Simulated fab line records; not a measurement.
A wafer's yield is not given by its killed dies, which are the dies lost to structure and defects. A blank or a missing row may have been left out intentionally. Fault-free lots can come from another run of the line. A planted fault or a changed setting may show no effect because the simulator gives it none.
Check of tool commonality + flow gf180mcu + Lots sampled 14, wafers sampled 48

== WHY THIS WAS OPENED ==
Of 14 lots, 2 have the reading MVSD_OVL flagged at GF_MVSD_OVL_MEAS_07. Wafers without a fault read -1.5 nm, standard deviation 1.5.
Rule: flag the lot when none of its wafers has a number, or when each of its wafers that has one lies beyond 4 standard deviations from that mean. The other lots count as sound.

| lot  | measured    | on         | MVSD_OVL (nm), wafer by wafer             | flag    |
|------|-------------|------------|-------------------------------------------|---------|
| L752 | day 4 12:26 | overlay-02 | 0.0 0.4 0.1                               |         |
| L753 | day 4 16:25 | overlay-02 | 0.6 0.3 -1.4                              |         |
| L754 | day 4 22:14 | overlay-01 | -1.8 -0.8 -0.3                            |         |
| L755 | day 5 03:58 | overlay-02 | -3.4 -3.4 -2.9                            |         |
| L756 | day 5 10:20 | overlay-01 | 0.5 1.7 -1.6                              |         |
| L757 | day 5 18:25 | overlay-01 | -1.1 -0.8 -0.8                            |         |
| L758 | day 5 23:07 | overlay-01 | -3.3 -1.9 -2.9                            |         |
| L760 | day 6 08:28 | overlay-02 | -3.1 -3.6 -2.0                            |         |
| L762 | day 6 22:56 | overlay-01 | -3.7 -4.6 -4.7                            |         |
| L763 | day 7 02:52 | overlay-02 | -0.6 -1.3 -1.1                            |         |
| L764 | day 7 08:16 | overlay-01 | -128.3 -128.5 -128.6 -128.2 -128.2 -128.6 | FLAGGED |
| L765 | day 7 12:25 | overlay-01 | -130.2 -131.5 -130.9 -130.1 -131.4 -130.9 | FLAGGED |
| L772 | day 9 05:58 | overlay-01 | -2.1 -1.7 -0.9                            |         |
| L775 | day 9 23:58 | overlay-02 | -1.6 -0.5 -1.8                            |         |
The mean of the flagged lots' numbers is -129.6 nm, -128.1 nm from the usual (-85 standard deviations).

== EACH LOT AND THE TOOL IT RAN ON ==
The record keeps 1 process step preceding the reading, out of 602 steps on the route. Every cell lists first the tool, next ch and the chambers used by the sampled wafers, and last the start.
| lot  | flag    | GF_MVSD_EXPOSE_04                  |
|------|---------|------------------------------------|
| L752 |         | iline stepper-02 ch 0, day 4 05:35 |
| L753 |         | iline stepper-01 ch 0, day 4 09:29 |
| L754 |         | iline stepper-01 ch 0, day 4 16:02 |
| L755 |         | iline stepper-02 ch 0, day 4 20:56 |
| L756 |         | iline stepper-01 ch 0, day 5 03:45 |
| L757 |         | iline stepper-01 ch 0, day 5 11:19 |
| L758 |         | iline stepper-02 ch 0, day 5 16:14 |
| L760 |         | iline stepper-02 ch 0, day 6 01:40 |
| L762 |         | iline stepper-01 ch 0, day 6 15:27 |
| L763 |         | iline stepper-02 ch 0, day 6 18:57 |
| L764 | FLAGGED | iline stepper-01 ch 0, day 7 00:47 |
| L765 | FLAGGED | iline stepper-01 ch 0, day 7 04:37 |
| L772 |         | iline stepper-02 ch 0, day 8 21:52 |
| L775 |         | iline stepper-02 ch 0, day 9 15:03 |
These steps, and what they do:
- GF_MVSD_EXPOSE_04: exposes mask MVSD, target cd 1000 nm.
- GF_MVSD_OVL_MEAS_07

== FLAGGED AGAINST TOTAL, ONE TOOL AT A TIME (gauges that did the reading follow at the end) ==
| step                | tool             | lots run | flagged | share of the flagged lots | sound lots run after its first flagged lot |
|---------------------|------------------|----------|---------|---------------------------|--------------------------------------------|
| GF_MVSD_EXPOSE_04   | iline stepper-01 | 7        | 2       | all                       | 0                                          |
| GF_MVSD_EXPOSE_04   | iline stepper-02 | 7        | 0       | none                      | -                                          |
| GF_MVSD_OVL_MEAS_07 | overlay-01       | 8        | 2       | all                       | 1 (L772)                                   |
| GF_MVSD_OVL_MEAS_07 | overlay-02       | 6        | 0       | none                      | -                                          |

== THE TABLE: WHAT IT ALLOWS ==
In 2 table rows, all flagged lots were run: iline stepper-01 (GF_MVSD_EXPOSE_04), overlay-01 (GF_MVSD_OVL_MEAS_07).
- iline stepper-01 at GF_MVSD_EXPOSE_04: 2 of its 7 lots flagged. Its last sound lot is L762 (day 6 15:27), its first flagged lot L764 (day 7 00:47): a fault that began between those two fits.
- overlay-01 at GF_MVSD_OVL_MEAS_07: 2 of its 8 lots flagged. After the first flagged lot (L772), sound lots still ran on it; a lasting fault on the whole tool would not permit that.
Just one tool remains: iline stepper-01 at GF_MVSD_EXPOSE_04.

== WHAT HAD BEEN PUT IN BY THE SIMULATOR ==
Scanner matching overlay: iline stepper-01, from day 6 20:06 on, at GF_MVSD_EXPOSE_04. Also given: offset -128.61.
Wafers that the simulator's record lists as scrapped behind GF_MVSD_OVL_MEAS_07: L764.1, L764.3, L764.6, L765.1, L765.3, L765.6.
Lots struck among those shown: L764, L765. The rule above found the same.
